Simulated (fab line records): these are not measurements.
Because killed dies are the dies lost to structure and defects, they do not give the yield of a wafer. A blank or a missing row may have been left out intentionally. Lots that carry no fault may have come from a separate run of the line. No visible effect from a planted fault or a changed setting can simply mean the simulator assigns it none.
Which tool did it? :: flow sky130 :: 13 lots with 39 wafers sampled at 6 steps, on a route of 708 steps

## WHAT EACH GAUGE READ, for each wafer
SKY_POLY_GATE_OVL_MEAS_14.
lot: L630
measured: day 17 22:02
on: overlay-02
POLY_GATE_OVL (nm): -4 -1 -3

lot: L631
measured: day 18 02:32
on: overlay-01
POLY_GATE_OVL (nm): -3 -4 1

lot: L632
measured: day 18 04:08
on: overlay-01
POLY_GATE_OVL (nm): 3 1 6

lot: L634
measured: day 19 06:49
on: overlay-02
POLY_GATE_OVL (nm): 0 2 -4

lot: L635
measured: day 19 22:09
on: overlay-02
POLY_GATE_OVL (nm): 5 -4 4

lot: L636
measured: day 19 22:13
on: overlay-02
POLY_GATE_OVL (nm): 3 1 0

lot: L637
measured: day 20 04:54
on: overlay-01
POLY_GATE_OVL (nm): 2 0 1

lot: L638
measured: day 20 13:24
on: overlay-01
POLY_GATE_OVL (nm): -4 -7 7

lot: L639
measured: day 20 18:11
on: overlay-01
POLY_GATE_OVL (nm): 10 10 6

lot: L640
measured: day 21 04:11
on: overlay-01
POLY_GATE_OVL (nm): 14 5 3

lot: L641
measured: day 22 05:37
on: overlay-02
POLY_GATE_OVL (nm): 7 9 0

lot: L649
measured: day 24 17:29
on: overlay-01
POLY_GATE_OVL (nm): 5 4 3

lot: L650
measured: day 25 00:52
on: overlay-01
POLY_GATE_OVL (nm): -2 -4 5

SKY_LDD_LDN_OVL_MEAS_07.
lot: L630
measured: day 24 10:15
on: overlay-01
LDD_LDN_OVL (nm): 0.7 1.1 0.8

lot: L631
measured: day 24 15:02
on: overlay-01
LDD_LDN_OVL (nm): -0.1 1.3 0.7

lot: L632
measured: day 24 16:17
on: overlay-01
LDD_LDN_OVL (nm): -1.3 0.3 1.6

lot: L634
measured: day 25 18:47
on: overlay-01
LDD_LDN_OVL (nm): 0.0 -0.7 -0.3

lot: L635
measured: day 26 07:43
on: overlay-01
LDD_LDN_OVL (nm): -1.0 -1.1 -0.9

lot: L636
measured: day 26 08:22
on: overlay-01
LDD_LDN_OVL (nm): -2.3 -0.9 -2.1

lot: L637
measured: day 26 14:16
on: overlay-02
LDD_LDN_OVL (nm): 0.1 0.2 0.9

lot: L638
measured: day 27 00:26
on: overlay-02
LDD_LDN_OVL (nm): 0.6 0.3 0.1

lot: L639
measured: day 27 02:53
on: overlay-02
LDD_LDN_OVL (nm): - - -

lot: L640
measured: day 27 14:33
on: overlay-02
LDD_LDN_OVL (nm): -1.5 -0.3 -0.2

lot: L641
measured: day 28 14:01
on: overlay-01
LDD_LDN_OVL (nm): 0.8 0.7 -0.4

lot: L649
measured: day 30 21:25
on: overlay-01
LDD_LDN_OVL (nm): -2.4 -1.8 -0.9

lot: L650
measured: day 31 03:40
on: overlay-02
LDD_LDN_OVL (nm): -1.3 -1.7 1.3

SKY_LDD_LDN_TW_MEAS_13.
lot: L630
measured: day 24 10:59
on: film metro-03
LDD_LDN_TW: 1490 1496 1486

lot: L631
measured: day 24 15:46
on: film metro-01
LDD_LDN_TW: 1461 1466 1465

lot: L632
measured: day 24 17:01
on: film metro-03
LDD_LDN_TW: 1487 1492 1489

lot: L634
measured: day 25 19:32
on: film metro-02
LDD_LDN_TW: 1485 1494 1481

lot: L635
measured: day 26 08:27
on: film metro-01
LDD_LDN_TW: 1459 1458 1457

lot: L636
measured: day 26 09:06
on: film metro-03
LDD_LDN_TW: 1483 1489 1487

lot: L637
measured: day 26 15:01
on: film metro-03
LDD_LDN_TW: 1490 1482 1490

lot: L638
measured: day 27 01:11
on: film metro-01
LDD_LDN_TW: 1444 1443 1441

lot: L639
measured: day 27 03:37
on: film metro-01
LDD_LDN_TW: 29 29 29

lot: L640
measured: day 27 15:17
on: film metro-02
LDD_LDN_TW: 1495 1500 1494

lot: L641
measured: day 28 14:45
on: film metro-01
LDD_LDN_TW: 1456 1459 1462

lot: L649
measured: day 30 22:09
on: film metro-01
LDD_LDN_TW: 1447 1456 1451

lot: L650
measured: day 31 04:25
on: film metro-02
LDD_LDN_TW: 1491 1488 1499

## WHAT TOOL EACH LOT RAN ON (gives the tool, then ch and the chambers of the sampled wafers, and finally the start)
lot: L630
SKY_LDD_HVN_STRIP_09: plasma asher-01 ch 0, day 21 22:03
SKY_LDD_LDN_EXPOSE_04: iline stepper-02 ch 0, day 23 19:06
SKY_LDD_LDN_STRIP_12: plasma asher-04 ch 0,1, day 24 10:53

lot: L631
SKY_LDD_HVN_STRIP_09: plasma asher-03 ch 0,1, day 22 02:55
SKY_LDD_LDN_EXPOSE_04: iline stepper-02 ch 0, day 24 00:05
SKY_LDD_LDN_STRIP_12: plasma asher-03 ch 0,1, day 24 15:40

lot: L632
SKY_LDD_HVN_STRIP_09: plasma asher-01 ch 0,1, day 22 03:36
SKY_LDD_LDN_EXPOSE_04: iline stepper-01 ch 0, day 24 01:50
SKY_LDD_LDN_STRIP_12: plasma asher-04 ch 0,1, day 24 16:55

lot: L634
SKY_LDD_HVN_STRIP_09: plasma asher-02 ch 0,1, day 23 06:19
SKY_LDD_LDN_EXPOSE_04: iline stepper-01 ch 0, day 25 03:49
SKY_LDD_LDN_STRIP_12: plasma asher-04 ch 0,1, day 25 19:25

lot: L635
SKY_LDD_HVN_STRIP_09: plasma asher-01 ch 0,1, day 23 19:56
SKY_LDD_LDN_EXPOSE_04: iline stepper-02 ch 0, day 25 17:24
SKY_LDD_LDN_STRIP_12: plasma asher-04 ch 0,1, day 26 08:22

lot: L636
SKY_LDD_HVN_STRIP_09: plasma asher-02 ch 0,1, day 23 20:00
SKY_LDD_LDN_EXPOSE_04: iline stepper-01 ch 0, day 25 18:14
SKY_LDD_LDN_STRIP_12: plasma asher-04 ch 0,1, day 26 09:00

lot: L637
SKY_LDD_HVN_STRIP_09: plasma asher-03 ch 0,1, day 24 02:58
SKY_LDD_LDN_EXPOSE_04: iline stepper-02 ch 0, day 26 00:17
SKY_LDD_LDN_STRIP_12: plasma asher-04 ch 0,1, day 26 14:54

lot: L638
SKY_LDD_HVN_STRIP_09: plasma asher-02 ch 0,1, day 24 13:22
SKY_LDD_LDN_EXPOSE_04: iline stepper-02 ch 0, day 26 09:25
SKY_LDD_LDN_STRIP_12: plasma asher-04 ch 0,1, day 27 01:04

lot: L639
SKY_LDD_HVN_STRIP_09: plasma asher-03 ch 0,1, day 24 14:55
SKY_LDD_LDN_EXPOSE_04: iline stepper-02 ch 0, day 26 11:41
SKY_LDD_LDN_STRIP_12: plasma asher-01 ch 0,1, day 27 03:31

lot: L640
SKY_LDD_HVN_STRIP_09: plasma asher-02 ch 0,1, day 25 03:17
SKY_LDD_LDN_EXPOSE_04: iline stepper-02 ch 0, day 27 00:10
SKY_LDD_LDN_STRIP_12: plasma asher-03 ch 0,1, day 27 15:11

lot: L641
SKY_LDD_HVN_STRIP_09: plasma asher-03 ch 0,1, day 26 02:54
SKY_LDD_LDN_EXPOSE_04: iline stepper-02 ch 0, day 27 23:17
SKY_LDD_LDN_STRIP_12: plasma asher-04 ch 0, day 28 14:39

lot: L649
SKY_LDD_HVN_STRIP_09: plasma asher-03 ch 0,1, day 28 14:07
SKY_LDD_LDN_EXPOSE_04: iline stepper-01 ch 0, day 30 06:58
SKY_LDD_LDN_STRIP_12: plasma asher-03 ch 0,1, day 30 22:03

lot: L650
SKY_LDD_HVN_STRIP_09: plasma asher-03 ch 0,1, day 28 19:40
SKY_LDD_LDN_EXPOSE_04: iline stepper-01 ch 0, day 30 13:43
SKY_LDD_LDN_STRIP_12: plasma asher-03 ch 0,1, day 31 04:19
- SKY_LDD_HVN_STRIP_09: strips in O2/N2.
- SKY_LDD_LDN_EXPOSE_04: exposes mask LDNTM, target cd 700 nm.
- SKY_LDD_LDN_STRIP_12: strips in O2/N2.

## WHAT THE TOOLS THEMSELVES READ (means of the sampled wafers that have a number; where no wafer has one, the mark that the record gives instead)
SKY_LDD_HVN_STRIP_09.
lot: L630
tool: plasma asher-01
drypump motor current A (A): 6.4
oes product au (a.u.): 0.409
strip time to endpoint s (s): 4.142

lot: L631
tool: plasma asher-03
drypump motor current A (A): 6.1
oes product au (a.u.): 0.409
strip time to endpoint s (s): 4.147

lot: L632
tool: plasma asher-01
drypump motor current A (A): 6.4
oes product au (a.u.): 0.410
strip time to endpoint s (s): 4.145

lot: L634
tool: plasma asher-02
drypump motor current A (A): 5.4
oes product au (a.u.): 0.409
strip time to endpoint s (s): 4.149

lot: L635
tool: plasma asher-01
drypump motor current A (A): 6.5
oes product au (a.u.): 0.407
strip time to endpoint s (s): 4.152

lot: L636
tool: plasma asher-02
drypump motor current A (A): 5.4
oes product au (a.u.): 0.407
strip time to endpoint s (s): 4.123

lot: L637
tool: plasma asher-03
drypump motor current A (A): 5.7
oes product au (a.u.): 0.412
strip time to endpoint s (s): 4.128

lot: L638
tool: plasma asher-02
drypump motor current A (A): 5.4
oes product au (a.u.): 0.409
strip time to endpoint s (s): 4.135

lot: L639
tool: plasma asher-03
drypump motor current A (A): 5.7
oes product au (a.u.): 0.409
strip time to endpoint s (s): 4.137

lot: L640
tool: plasma asher-02
drypump motor current A (A): 5.4
oes product au (a.u.): 0.407
strip time to endpoint s (s): 4.123

lot: L641
tool: plasma asher-03
drypump motor current A (A): 6.1
oes product au (a.u.): 0.405
strip time to endpoint s (s): 4.132

lot: L649
tool: plasma asher-03
drypump motor current A (A): 5.7
oes product au (a.u.): 0.411
strip time to endpoint s (s): 4.134

lot: L650
tool: plasma asher-03
drypump motor current A (A): 6.1
oes product au (a.u.): 0.409
strip time to endpoint s (s): 4.165

SKY_LDD_LDN_STRIP_12.
lot: L630
tool: plasma asher-04
drypump motor current A (A): 5.5
oes product au (a.u.): 0.717
strip time to endpoint s (s): 14.11

lot: L631
tool: plasma asher-03
drypump motor current A (A): 5.7
oes product au (a.u.): 0.714
strip time to endpoint s (s): 14.20

lot: L632
tool: plasma asher-04
drypump motor current A (A): 5.6
oes product au (a.u.): 0.721
strip time to endpoint s (s): 14.16

lot: L634
tool: plasma asher-04
drypump motor current A (A): 5.6
oes product au (a.u.): 0.710
strip time to endpoint s (s): 14.18

lot: L635
tool: plasma asher-04
drypump motor current A (A): 5.6
oes product au (a.u.): 0.714
strip time to endpoint s (s): 14.15

lot: L636
tool: plasma asher-04
drypump motor current A (A): 5.6
oes product au (a.u.): 0.712
strip time to endpoint s (s): 14.22

lot: L637
tool: plasma asher-04
drypump motor current A (A): 5.6
oes product au (a.u.): 0.714
strip time to endpoint s (s): 14.23

lot: L638
tool: plasma asher-04
drypump motor current A (A): 5.6
oes product au (a.u.): 0.718
strip time to endpoint s (s): 14.27

lot: L639
tool: plasma asher-01
drypump motor current A (A): 6.4
oes product au (a.u.): 0.713
strip time to endpoint s (s): 14.19

lot: L640
tool: plasma asher-03
drypump motor current A (A): 6.1
oes product au (a.u.): 0.720
strip time to endpoint s (s): 14.22

lot: L641
tool: plasma asher-04
drypump motor current A (A): 5.5
oes product au (a.u.): 0.715
strip time to endpoint s (s): 14.16

lot: L649
tool: plasma asher-03
drypump motor current A (A): 5.7
oes product au (a.u.): 0.716
strip time to endpoint s (s): 14.17

lot: L650
tool: plasma asher-03
drypump motor current A (A): 6.0
oes product au (a.u.): 0.717
strip time to endpoint s (s): 14.21

## THE ANSWER, worked out from the rows above alone
Rule: usual is defined by the lots themselves. The widest of any qualifying gaps counts: lots, ordered by their means at a reading, are off when they make up no more than a third of the lots, leave a main group of 4 or more, and stand apart from it by 3 or more times the standard deviation of that group's means. A main group whose means are all the same, to the digits that the tables above print for the reading, isn't used. Also off: a lot with no number at a reading for which 4 or more lots have one. All remaining lots with rows at the step are treated as sound. After the gauges, taken in route order, come the tools' own readings; for these a lot's mean is taken, as printed above. At the first step where some lot is off, the reading lying furthest off is the one used; lots without a number count as furthest.
Off: at SKY_LDD_LDN_OVL_MEAS_07 (LDD_LDN_OVL), L639. Without a number there: L639. For the main group the mean is -0.3 nm and the standard deviation 0.85.
If a tool, at a process step before that reading, ran all the lots that are off and no sound lot after the first of them, it fits. Not tried: the gauges at SKY_LDD_LDN_OVL_MEAS_07; whatever is off there is also off at SKY_LDD_LDN_TW_MEAS_13, on other tools, and gauge error can't account for it. Not one of the candidates tried fits.

## WHAT THE SIMULATOR PUT IN
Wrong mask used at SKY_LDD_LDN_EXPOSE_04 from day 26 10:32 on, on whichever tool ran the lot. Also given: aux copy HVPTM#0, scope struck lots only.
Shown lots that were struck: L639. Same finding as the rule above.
